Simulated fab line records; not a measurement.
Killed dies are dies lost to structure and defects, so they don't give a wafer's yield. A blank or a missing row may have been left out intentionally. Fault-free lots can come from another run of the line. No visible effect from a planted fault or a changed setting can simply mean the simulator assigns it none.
Which tool was responsible? || flow sky130 || 21 wafers from 7 lots sampled at 3 of the route's 708 steps

## WHAT EACH GAUGE READ, for each wafer
SKY_VT_ADJUST_LVTN_OVL_MEAS_07.
{"lot": "L950", "measured": "day 7 19:25", "on": "overlay-01", "VT_ADJUST_LVTN_OVL (nm)": "-0.7 -1.6 -0.1"}
{"lot": "L952", "measured": "day 8 10:00", "on": "overlay-02", "VT_ADJUST_LVTN_OVL (nm)": "-1.0 -1.5 1.2"}
{"lot": "L959", "measured": "day 10 08:02", "on": "overlay-01", "VT_ADJUST_LVTN_OVL (nm)": "1.6 0.4 0.9"}
{"lot": "L961", "measured": "day 10 21:34", "on": "overlay-02", "VT_ADJUST_LVTN_OVL (nm)": "- - -"}
{"lot": "L965", "measured": "day 11 16:59", "on": "overlay-02", "VT_ADJUST_LVTN_OVL (nm)": "-2.3 -0.3 -3.1"}
{"lot": "L967", "measured": "day 12 03:45", "on": "overlay-02", "VT_ADJUST_LVTN_OVL (nm)": "-1.4 -0.4 0.2"}
{"lot": "L970", "measured": "day 12 23:39", "on": "overlay-02", "VT_ADJUST_LVTN_OVL (nm)": "0.3 0.5 0.2"}

## WHICH TOOL RAN EACH LOT (tool, then ch and the chambers of the sampled wafers, then the start)
{"lot": "L950", "SKY_DNWELL_STRIP_08": "plasma_asher-03 ch 0,1, day 3 12:23", "SKY_VT_ADJUST_LVTN_COAT_02": "litho_track-02 ch 0, day 7 08:49"}
{"lot": "L952", "SKY_DNWELL_STRIP_08": "plasma_asher-01 ch 0,1, day 3 23:28", "SKY_VT_ADJUST_LVTN_COAT_02": "litho_track-02 ch 0, day 7 21:37"}
{"lot": "L959", "SKY_DNWELL_STRIP_08": "plasma_asher-02 ch 0,1, day 5 14:32", "SKY_VT_ADJUST_LVTN_COAT_02": "litho_track-02 ch 0, day 9 20:19"}
{"lot": "L961", "SKY_DNWELL_STRIP_08": "plasma_asher-02 ch 0,1, day 6 02:33", "SKY_VT_ADJUST_LVTN_COAT_02": "litho_track-02, day 10 10:02"}
{"lot": "L965", "SKY_DNWELL_STRIP_08": "plasma_asher-01 ch 0,1, day 6 21:14", "SKY_VT_ADJUST_LVTN_COAT_02": "litho_track-01 ch 0, day 11 04:58"}
{"lot": "L967", "SKY_DNWELL_STRIP_08": "plasma_asher-01 ch 0,1, day 7 09:17", "SKY_VT_ADJUST_LVTN_COAT_02": "litho_track-01 ch 0, day 11 16:19"}
{"lot": "L970", "SKY_DNWELL_STRIP_08": "plasma_asher-02 ch 0,1, day 8 03:10", "SKY_VT_ADJUST_LVTN_COAT_02": "litho_track-03 ch 0, day 12 11:17"}
- SKY_DNWELL_STRIP_08: strips in O2/N2.
- SKY_VT_ADJUST_LVTN_COAT_02: resist thk 3000 nm.

## THE ANSWER, worked out from the rows above alone
Rule: the usual values come from the lots themselves. Put in order of their means at a reading, lots are off if they are a third of the lots or fewer, leave a main group of 4 or more, and stand apart from it by a gap of 3 or more times the standard deviation of the main group's means; of several such gaps the widest counts. A main group whose means are all the same, to the digits that the tables above print for the reading, isn't used. Also off: a lot with no number at a reading for which 4 or more lots have one. The other lots that the step has rows for count as sound.
Off: at SKY_VT_ADJUST_LVTN_OVL_MEAS_07 (VT_ADJUST_LVTN_OVL), L961. Without a number there: L961. The main group has a mean of -0.4 nm with a standard deviation of 0.9.
If a tool, at a process step before that reading, ran all the lots that are off and no sound lot after the first of them, it fits. Gauges at SKY_VT_ADJUST_LVTN_OVL_MEAS_07: tried the same way as those tools. One candidate fits, namely litho_track-02 at SKY_VT_ADJUST_LVTN_COAT_02. A fault onset in the window from L959 (day 9 20:19, its last sound lot) to L961 (day 10 10:02, its first lot off) fits.

## WHAT THE SIMULATOR HAD INSERTED
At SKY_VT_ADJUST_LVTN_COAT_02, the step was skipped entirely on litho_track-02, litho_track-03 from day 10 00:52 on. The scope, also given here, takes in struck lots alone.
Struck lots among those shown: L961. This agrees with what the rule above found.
